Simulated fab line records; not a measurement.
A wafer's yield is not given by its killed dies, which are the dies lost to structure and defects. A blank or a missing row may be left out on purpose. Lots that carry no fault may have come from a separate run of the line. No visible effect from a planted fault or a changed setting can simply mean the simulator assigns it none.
The same fault as seen by 2 desks :: flow sky130 :: what lay behind the numbers comes last; until then each desk has only its own

## THE METROLOGY DESK
What the gauges read for every lot (on any tool): the sampled wafers with a number, averaged. If a lot's mean is further than 4 standard deviations from the usual mean, the lot is out of limits and carries the mark OUT (the distance appears in the brackets).
Columns: A = cdNm at SKY_POLY_CUT_CD_MEAS_08, usual 270.6 nm
lot: L739
first seen here: day 25 08:13
A: 270.2

lot: L742
first seen here: day 26 00:30
A: 270.3

lot: L743
first seen here: day 26 02:03
A: 270.2

lot: L744
first seen here: day 26 23:32
A: 273.3

lot: L745
first seen here: day 27 02:59
A: 271.3

lot: L746
first seen here: day 27 15:11
A: 270.5

lot: L748
first seen here: day 27 21:55
A: 270.5

lot: L750
first seen here: day 28 10:32
A: 273.8

lot: L752
first seen here: day 29 20:26
A: 270.7

lot: L753
first seen here: day 29 22:54
A: 270.7

lot: L760
first seen here: day 32 04:21
A: 270.2

lot: L761
first seen here: day 32 11:13
A: 269.4

lot: L762
first seen here: day 32 20:28
A: 270.5
Result from this desk: across the 13 lots, nothing is out of limits.

## FOR THE TOOL OWNER'S DESK: lithoTrack-01
The tool's own readings at SKY_POLY_CUT_DEVELOP_07 (develop time 60 s): means of the sampled wafers that have a number, for each lot that ran on this tool. If a lot's mean is further than 4 standard deviations from the usual mean, the lot is out of limits and carries the mark OUT (the distance appears in the brackets).
Columns: A = developerTempC at SKY_POLY_CUT_DEVELOP_07, usual 21.00 C
lot: L744
first seen here: day 26 23:00
A: 20.98

lot: L746
first seen here: day 27 15:00
A: 20.95

lot: L748
first seen here: day 27 21:00
A: 21.00

lot: L750
first seen here: day 28 10:00
A: 21.75 (+7.7) OUT

lot: L752
first seen here: day 29 20:00
A: 21.94 (+9.7) OUT
Finding of this desk: L750, L752 out of limits; the first was L750 at day 28 10:00, on developerTempC at SKY_POLY_CUT_DEVELOP_07. L744, L746, L748 stayed within limits.

## TAKEN TOGETHER
At day 28 10:00, on L750, L752, the tool owner's desk was in a position to raise an alarm.
From the metrology desk's view, nothing was out of limits.
The metrology desk has L750, L752 on record, within its limits.
Of the lots named, all ran SKY_POLY_CUT_DEVELOP_07 on lithoTrack-01.

## WHAT THE SIMULATOR HAD PUT IN
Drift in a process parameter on lithoTrack-01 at SKY_POLY_CUT_DEVELOP_07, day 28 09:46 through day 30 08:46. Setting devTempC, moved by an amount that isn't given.
Shown lots that were struck: L750, L752.
Time in hours from fault onset to the first out-of-limits reading at each desk: the tool owner's desk, 0.
